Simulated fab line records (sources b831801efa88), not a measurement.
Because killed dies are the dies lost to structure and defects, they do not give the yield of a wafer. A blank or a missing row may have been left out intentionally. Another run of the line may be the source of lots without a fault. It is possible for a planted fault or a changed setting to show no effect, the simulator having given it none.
Matching of chambers | flow sky130 | SKY_VIA2_CMP_02 on cmp-01 has 4 sister chambers
The step polishes SiO2. 8 wafers are shown with their chamber, then 9 later ones without.

## WAFERS, EACH WITH ITS CHAMBER
wafer  | chamber | motor_current_A (A) | slurry_filter_dp_kPa (kPa)
L079.6 | 3       | 12.3                | 13.13
L084.2 | 0       | 13.3                | 13.43
L084.6 | 3       | 12.4                | 13.37
L085.5 | 1       | 11.4                | 13.25
L085.6 | 2       | 11.1                | 13.40
L091.2 | 2       | 11.3                | 13.53
L091.4 | 0       | 12.7                | 13.68
L091.6 | 1       | 11.6                | 13.30

## WAFERS MISSING THEIR CHAMBER
wafer  | motor_current_A (A) | slurry_filter_dp_kPa (kPa)
L093.3 | 11.2                | 13.38
L093.5 | 11.2                | 13.69
L093.6 | 12.7                | 13.64
L094.3 | 13.0                | 13.67
L094.4 | 11.0                | 13.51
L094.6 | 12.1                | 13.65
L095.1 | 12.5                | 13.32
L095.2 | 11.9                | 13.72
L095.6 | 11.3                | 13.87

## WHICH CHAMBER EACH ONE RAN IN
wafer  | from the rows above               | in truth
L093.3 | can't be placed: 2 or 1           | 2
L093.5 | can't be placed: 2 or 1           | 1
L093.6 | can't be placed: 0 or 3           | 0
L094.3 | 0                                 | 0
L094.4 | can't be placed: 2 or 1           | 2
L094.6 | can't be placed: 3 or 1 or 0 or 2 | 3
L095.1 | can't be placed: 3 or 0           | 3
L095.2 | can't be placed: 2 or 1 or 3 or 0 | 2
L095.6 | can't be placed: 2 or 1           | 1
1 of 9 placed correctly. These rows do not allow placing 8 (true chamber among the candidates in 8). 0 placed wrongly.
How it was worked out, from the rows above alone: a wafer's distance from a chamber is the root of the sum, over the readings, of the square of ((its reading less the chamber's mean) divided by the reading's scatter). If the next closest chamber is less than 2 further off than the closest, the wafer can't be placed; otherwise it belongs to the closest. The mean given for a chamber averages the wafers shown for that chamber. The scatter: the root of (the sum of the squares of (reading less its chamber's mean) over the shown wafers, divided by (wafers less chambers)).
